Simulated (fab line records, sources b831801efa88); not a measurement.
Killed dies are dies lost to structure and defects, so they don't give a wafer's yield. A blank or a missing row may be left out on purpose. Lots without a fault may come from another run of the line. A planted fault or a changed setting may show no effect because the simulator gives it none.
Problem report in the 8D (eight disciplines) form, filled by code | flow sky130 | the parts of the form that need people (team, actions taken, sign-off) are left out

1. THE PROBLEM
GATE_OXIDE_OVL at SKY_GATE_OXIDE_OVL_MEAS_10 reads a mean of 215.6 nm on 6 wafers of 2 lots; wafers without a fault read -1.6 nm with a standard deviation of 1.6. That is +99 or more standard deviations from the usual mean.
First seen on wafer L793.1, day 19 22:14, on overlay-02. The record holds 39 wafers of 13 lots with a number at this step. Rule for "out", or "out of limits": more than 4 standard deviations from the usual mean. The other wafers with a number count as sound.

2. WHAT IT IS AND WHAT IT IS NOT
question                    | is                     | is not
which readings at this step | GATE_OXIDE_OVL         | -
which lots                  | L793, L794             | L777, L778, L780, L781, L785, L786, L787, L788, L797, L798, L799
which wafers of those lots  | all that have a number | -
read on which gauges        | overlay-01, overlay-02 | -
when                        | from day 19 22:14      | up to then (24 sound wafers); but 9 sound wafers of L797, L798, L799 came after

3. SUSPECTS, AND WHAT RULES EACH OUT
Counting: a tool at a process step up to the reading stays a suspect if it ran every lot that is out and no sound lot after the first of them.
- the gauge at SKY_GATE_OXIDE_OVL_MEAS_10: ruled out. The wafers that are out were read on 2 gauges (overlay-01, overlay-02).
- rie_diel-01 at SKY_SONOS_ONO_ETCH_15 (etches the open film in CHF3/O2, target depth 19.52 nm, time 7.8 s): ruled out as a lasting fault. Sound lots L798 ran on it after its first lot that is out, L793 (day 18 13:52).
- iline_stepper-02 at SKY_GATE_OXIDE_EXPOSE_07 (exposes mask LVOM, target cd 600 nm): kept. It ran every lot that is out, first L793 (day 19 07:01), and no sound lot after that; its last sound lot up to then is L788 (day 18 14:00).
Left after counting: iline_stepper-02 at SKY_GATE_OXIDE_EXPOSE_07.

4. THE CAUSE (what the simulator had put in)
Scanner matching overlay: iline_stepper-02, from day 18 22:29 on, at SKY_GATE_OXIDE_EXPOSE_07. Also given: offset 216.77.
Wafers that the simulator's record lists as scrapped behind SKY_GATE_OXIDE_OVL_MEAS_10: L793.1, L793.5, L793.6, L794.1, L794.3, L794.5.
Counting left only this tool.

5. THE CHAIN OF EFFECTS, in route order
Each row: a reading whose mean over the struck wafers that have a number lies more than 3 standard deviations from the usual. Only readings for which the record gives a usual standard deviation are gone through. hours: the time from each lot's start at the first step in this table that gives one to its start at this step, as a median over the lots. sigmas: the change in usual standard deviations.
hours | step                       | reading        | usual   | on struck wafers | change | sigmas
0     | SKY_GATE_OXIDE_OVL_MEAS_10 | GATE_OXIDE_OVL | -1.6 nm | 215.6            | +217.2 | +99 or more

6. WHAT WOULD HAVE CAUGHT IT SOONER
In this record the first reading out of limits at a measuring or inspecting step was taken at day 19 22:14, 24 hours after the fault began at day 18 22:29.
All the lots that are out (2) had begun SKY_GATE_OXIDE_EXPOSE_07 on iline_stepper-02 by day 19 22:14. A hold on the tool at that time would have spared none of them.
